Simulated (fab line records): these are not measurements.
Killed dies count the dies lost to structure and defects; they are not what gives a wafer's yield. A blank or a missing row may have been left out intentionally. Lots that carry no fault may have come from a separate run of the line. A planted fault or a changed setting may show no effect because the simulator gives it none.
Matching of chambers :: flow sky130 :: 4 sister chambers for SKY_FIELD_ISO_CMP_27 on cmp-01
The step polishes, stops on Si3N4, t overpolish 16 s, target thk 457.8 nm. 15 wafers are shown with their chamber, then 7 later ones without.

== WAFERS WITH THEIR CHAMBER ==
wafer: L779.2
chamber: 2
motorCurrentA (A): 13.5
timeToEndpointS (s): 114

wafer: L779.3
chamber: 3
motorCurrentA (A): 12.5
timeToEndpointS (s): 114

wafer: L779.6
chamber: 0
motorCurrentA (A): 12.1
timeToEndpointS (s): 111

wafer: L781.1
chamber: 3
motorCurrentA (A): 12.5
timeToEndpointS (s): 110

wafer: L781.3
chamber: 0
motorCurrentA (A): 12.1
timeToEndpointS (s): 114

wafer: L781.4
chamber: 1
motorCurrentA (A): 12.0
timeToEndpointS (s): 114

wafer: L782.1
chamber: 3
motorCurrentA (A): 12.7
timeToEndpointS (s): 108

wafer: L782.2
chamber: 0
motorCurrentA (A): 11.9
timeToEndpointS (s): 114

wafer: L782.6
chamber: 1
motorCurrentA (A): 12.4
timeToEndpointS (s): 116

wafer: L784.1
chamber: 2
motorCurrentA (A): 12.8
timeToEndpointS (s): 129

wafer: L784.3
chamber: 1
motorCurrentA (A): 12.2
timeToEndpointS (s): 127

wafer: L785.4
chamber: 0
motorCurrentA (A): 12.6
timeToEndpointS (s): 116

wafer: L786.4
chamber: 0
motorCurrentA (A): 12.8
timeToEndpointS (s): 111

wafer: L796.2
chamber: 0
motorCurrentA (A): 12.6
timeToEndpointS (s): 112

wafer: L796.3
chamber: 1
motorCurrentA (A): 11.9
timeToEndpointS (s): 111

SIGNATURES (means of the wafers above)
reading: motorCurrentA
chamber 0: 12.350
chamber 1: 12.125
chamber 2: 13.150
chamber 3: 12.567
scatter within a chamber: 0.312

reading: timeToEndpointS
chamber 0: 113.00
chamber 1: 117.00
chamber 2: 121.50
chamber 3: 110.67
scatter within a chamber: 5.2
Rule: for each reading, subtract the chamber's mean from the wafer's reading, divide by that reading's scatter and square the result; add these up over the readings and take the root, which gives the wafer's distance from the chamber. If the next closest chamber is less than 2 further off than the closest, the wafer can't be placed; otherwise it belongs to the closest. The scatter: the root of (the sum of the squares of (reading less its chamber's mean) over the shown wafers, divided by (wafers less chambers)).

== WAFERS WHOSE CHAMBER IS MISSING ==
wafer: L796.4
motorCurrentA (A): 12.7
timeToEndpointS (s): 109

wafer: L798.1
motorCurrentA (A): 12.2
timeToEndpointS (s): 106

wafer: L798.2
motorCurrentA (A): 12.5
timeToEndpointS (s): 103

wafer: L798.3
motorCurrentA (A): 13.5
timeToEndpointS (s): 111

wafer: L800.3
motorCurrentA (A): 11.7
timeToEndpointS (s): 108

wafer: L800.4
motorCurrentA (A): 12.5
timeToEndpointS (s): 112

wafer: L800.5
motorCurrentA (A): 13.5
timeToEndpointS (s): 111

== WHICH CHAMBER EACH ONE RAN IN ==
wafer: L796.4
from the rows above: can't be placed: 3 or 0 or 1
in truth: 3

wafer: L798.1
from the rows above: can't be placed: 0 or 3 or 1
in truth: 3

wafer: L798.2
from the rows above: can't be placed: 3 or 0 or 1
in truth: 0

wafer: L798.3
from the rows above: can't be placed: 2 or 3 or 0
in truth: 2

wafer: L800.3
from the rows above: can't be placed: 1 or 0 or 3
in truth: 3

wafer: L800.4
from the rows above: can't be placed: 3 or 0 or 1
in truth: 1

wafer: L800.5
from the rows above: can't be placed: 2 or 3 or 0
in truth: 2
0 of 7 placed correctly. Not placeable from these rows: 7 (in 7, the candidates include the true chamber). Placed wrongly: 0.
